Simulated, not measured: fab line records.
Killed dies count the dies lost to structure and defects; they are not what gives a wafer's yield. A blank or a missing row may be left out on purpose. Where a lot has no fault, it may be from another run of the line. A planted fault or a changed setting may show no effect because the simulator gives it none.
Matching of chambers || flow gf180mcu || GF_CONTACT_CMP_27 on cmp-02 has 4 sister chambers
The step polishes, stops on SiO2, t overpolish 15 s, target thk 0 nm. 8 wafers are shown with their chamber, then 9 later ones without.

== WAFERS, EACH WITH ITS CHAMBER ==
{"wafer": "L732.3", "chamber": 3, "motorCurrentA (A)": 11.0, "overpolishRunS (s)": 14.995}
{"wafer": "L736.5", "chamber": 2, "motorCurrentA (A)": 12.7, "overpolishRunS (s)": 15.003}
{"wafer": "L738.3", "chamber": 2, "motorCurrentA (A)": 12.7, "overpolishRunS (s)": 15.004}
{"wafer": "L738.4", "chamber": 1, "motorCurrentA (A)": 13.1, "overpolishRunS (s)": 14.981}
{"wafer": "L738.6", "chamber": 0, "motorCurrentA (A)": 10.2, "overpolishRunS (s)": 15.000}
{"wafer": "L746.3", "chamber": 3, "motorCurrentA (A)": 11.4, "overpolishRunS (s)": 14.996}
{"wafer": "L746.5", "chamber": 1, "motorCurrentA (A)": 13.9, "overpolishRunS (s)": 14.998}
{"wafer": "L746.6", "chamber": 0, "motorCurrentA (A)": 10.5, "overpolishRunS (s)": 14.989}

== WAFERS WHOSE CHAMBER IS MISSING ==
{"wafer": "L747.2", "motorCurrentA (A)": 10.7, "overpolishRunS (s)": 15.012}
{"wafer": "L747.3", "motorCurrentA (A)": 13.5, "overpolishRunS (s)": 14.994}
{"wafer": "L747.6", "motorCurrentA (A)": 13.5, "overpolishRunS (s)": 15.004}
{"wafer": "L750.1", "motorCurrentA (A)": 13.4, "overpolishRunS (s)": 14.985}
{"wafer": "L750.2", "motorCurrentA (A)": 12.5, "overpolishRunS (s)": 14.997}
{"wafer": "L750.4", "motorCurrentA (A)": 10.6, "overpolishRunS (s)": 14.995}
{"wafer": "L752.3", "motorCurrentA (A)": 11.0, "overpolishRunS (s)": 14.986}
{"wafer": "L752.4", "motorCurrentA (A)": 10.9, "overpolishRunS (s)": 15.002}
{"wafer": "L752.5", "motorCurrentA (A)": 10.6, "overpolishRunS (s)": 15.019}

== WHICH CHAMBER EACH ONE RAN IN ==
{"wafer": "L747.2", "from the rows above": "can't be placed: 0 or 3", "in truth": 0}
{"wafer": "L747.3", "from the rows above": 1, "in truth": 1}
{"wafer": "L747.6", "from the rows above": "can't be placed: 1 or 2", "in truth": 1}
{"wafer": "L750.1", "from the rows above": 1, "in truth": 1}
{"wafer": "L750.2", "from the rows above": 2, "in truth": 2}
{"wafer": "L750.4", "from the rows above": "can't be placed: 0 or 3", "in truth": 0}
{"wafer": "L752.3", "from the rows above": "can't be placed: 3 or 0", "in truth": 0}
{"wafer": "L752.4", "from the rows above": "can't be placed: 3 or 0", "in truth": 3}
{"wafer": "L752.5", "from the rows above": "can't be placed: 0 or 3", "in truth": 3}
Correctly placed: 3 of 9. Not placeable from these rows: 6 (in 6, the candidates include the true chamber). Wrongly placed: 0.
How it was worked out, from the rows above alone: a wafer's distance from a chamber is the root of the sum, over the readings, of the square of ((its reading less the chamber's mean) divided by the reading's scatter). If the next closest chamber is less than 2 further off than the closest, the wafer can't be placed; otherwise it belongs to the closest. For every chamber, the mean is computed from those of its wafers that are shown. The scatter is the square root of a quotient: the sum, over the shown wafers, of each reading's squared deviation from its chamber's mean, divided by wafers minus chambers.
